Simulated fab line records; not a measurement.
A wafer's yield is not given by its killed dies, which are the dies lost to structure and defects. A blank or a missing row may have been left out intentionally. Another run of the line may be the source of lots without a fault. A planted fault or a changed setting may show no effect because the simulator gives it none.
Code-filled problem report in 8D (eight disciplines) form | flow gf180mcu | the parts of the form that need people (team, actions taken, sign-off) are left out

== 1. PROBLEM STATEMENT ==
V5_W_RS at GF_V5_RS_MEAS_24 reads a mean of 0.291 ohm/sq on 1 wafer of 1 lot; wafers without a fault read 0.330 ohm/sq with a standard deviation of 0.0047. That puts it -8.3 standard deviations away from the usual mean.
The step: measures by four-point-probe.
First seen on wafer L390.2, day 33 09:25, on filmMetro-02. The record holds 36 wafers of 12 lots with a number at this step. By rule, "out" or "out of limits" means more than 4 standard deviations away from the usual mean. All remaining wafers that have a number are taken as sound.

== 2. WHAT IT IS, AND WHAT IT ISN'T ==
question                    | is                | is not
which readings at this step | V5_W_RS           | -
which lots                  | L390              | L370, L371, L372, L374, L375, L376, L378, L380, L381, L382, L383
which wafers of those lots  | L390.2            | L390.1, L390.3
read on which gauges        | filmMetro-02      | filmMetro-01, filmMetro-03
when                        | from day 33 09:25 | up to then (35 sound wafers)

== 3. SUSPECTS, AND WHAT RULES EACH OUT ==
Counting: any tool at a process step up to the reading remains a suspect provided it ran every lot that is out. Sound lots after the first of them don't rule it out here, since some wafers of a struck lot are sound.
- the gauge at GF_V5_RS_MEAS_24: kept. All the wafers that are out were read on filmMetro-02, and no step on other tools shows them out.
- cvdW-02 at GF_V5_CVD_23 (deposits W, target thk 350 nm, time 104.9 s): kept. L390, the lot that is out, went through it at day 33 09:11; up to then, the latest sound lot through it was L381 at day 30 16:56.
The count leaves filmMetro-02 at GF_V5_RS_MEAS_24 and cvdW-02 at GF_V5_CVD_23.

== 4. THE CAUSE (what the simulator had put in) ==
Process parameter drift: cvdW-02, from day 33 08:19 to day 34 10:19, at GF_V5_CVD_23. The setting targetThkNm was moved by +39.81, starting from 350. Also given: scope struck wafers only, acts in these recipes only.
Of the 2 suspects that counting leaves, this tool is one.

== 5. SEQUENCE OF EFFECTS, ordered by route ==
Each row: a reading where the mean over the struck wafers with a number is more than 3 standard deviations away from the usual. Only readings for which the record gives a usual standard deviation are gone through. hours: the time from each lot's start at the first step in this table that gives one to its start at this step, as a median over the lots. sigmas: the change in usual standard deviations.
hours | step              | reading  | usual        | on struck wafers | change | sigmas
0     | GF_V5_RS_MEAS_24  | V5_W_RS  | 0.330 ohm/sq | 0.291            | -0.039 | -8.3
0     | GF_V5_THK_MEAS_25 | V5_W_THK | 356 nm       | 406              | +50    | +7.9

== 6. HOW IT WOULD HAVE BEEN CAUGHT EARLIER ==
In this record the first reading out of limits at a measuring or inspecting step was taken at day 33 09:25, 1 hour after the fault began at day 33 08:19.
Of the tool readings at GF_V5_CVD_23 for which the record gives a usual standard deviation, none was out on any struck wafer, so an alarm limit of 4 standard deviations on them would not have fired.
Each of the lots that are out, 1 in all, had begun GF_V5_CVD_23 on cvdW-02 no later than day 33 09:25. Holding the tool at that point would not have protected any of them.
